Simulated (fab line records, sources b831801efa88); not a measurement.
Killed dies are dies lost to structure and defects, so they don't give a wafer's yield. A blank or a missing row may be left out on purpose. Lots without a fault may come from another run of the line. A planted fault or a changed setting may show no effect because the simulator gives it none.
One fault seen from 2 desks | flow gf180mcu | each desk has only its own numbers; what lay behind them comes last

THE METROLOGY DESK
What the gauges read, lot by lot, whatever tool the lot ran on: means of the sampled wafers that have a number. A lot is out of limits, marked OUT, if its mean lies more than 4 standard deviations from the usual mean; the brackets give that distance.
Columns: A = STI_OXIDATION_THK at GF_STI_THK_MEAS_02, usual 10.01 nm; B = STI_CVD_03_THK at GF_STI_THK_MEAS_04, usual 208.5 nm; C = cd_nm at GF_STI_CD_MEAS_12, usual 220.5 nm
lot  | first seen here | A     | B     | C
L957 | day 1 11:59     | 9.86  | 208.7 | 219.7
L966 | day 3 08:47     | 9.76  | 208.6 | 220.8
L975 | day 5 05:31     | 10.09 | 208.8 | 221.3
L978 | day 5 20:31     | 10.33 | 211.7 | 218.7
L980 | day 6 07:33     | 10.09 | 209.7 | 220.0
This desk's finding: nothing out of limits on any of the 5 lots.

THE TOOL OWNER'S DESK: rie_si-01
The tool's own readings at GF_STI_ETCH_14 (etches Si in HBr/Cl2/O2, target depth 360 nm, time 102.9 s): means of the sampled wafers that have a number, for each lot that ran on this tool. A lot is out of limits, marked OUT, if its mean lies more than 4 standard deviations from the usual mean; the brackets give that distance.
Columns: A = bias_w at GF_STI_ETCH_14, usual 150.0 W; B = drypump_motor_current_A at GF_STI_ETCH_14, usual 5.6 A; C = oes_product_au at GF_STI_ETCH_14, usual 0.997 a.u.; D = rf_fwd_power_W at GF_STI_ETCH_14, usual 596.6 W; E = throttle_valve_pct at GF_STI_ETCH_14, usual 25.658 %
lot  | first seen here | A     | B   | C     | D               | E
L957 | day 2 03:02     | 149.9 | 5.4 | 0.998 | 598.2           | 25.656
L966 | day 3 22:01     | 150.1 | 5.2 | 0.998 | 594.8           | 25.661
L975 | day 5 22:10     | 150.2 | 5.8 | 0.975 | 562.7 (-17) OUT | 25.680
This desk's finding: out of limits on L975; first on L975, day 5 22:10 (rf_fwd_power_W at GF_STI_ETCH_14). In limits: L957, L966.

PUT TOGETHER
The tool owner's desk could have raised an alarm at day 5 22:10, on L975.
The metrology desk saw nothing out of limits.
The metrology desk has L975 on record, within its limits.
Of the lots named, all ran GF_STI_ETCH_14 on rie_si-01.

WHAT THE SIMULATOR HAD PUT IN
Process parameter drift: rie_si-01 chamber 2, from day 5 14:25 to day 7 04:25, at GF_STI_ETCH_14. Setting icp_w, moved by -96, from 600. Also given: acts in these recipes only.
Lots struck among those shown: L975.
Hours from the fault's start to each desk's first reading out of limits: the tool owner's desk, 8.
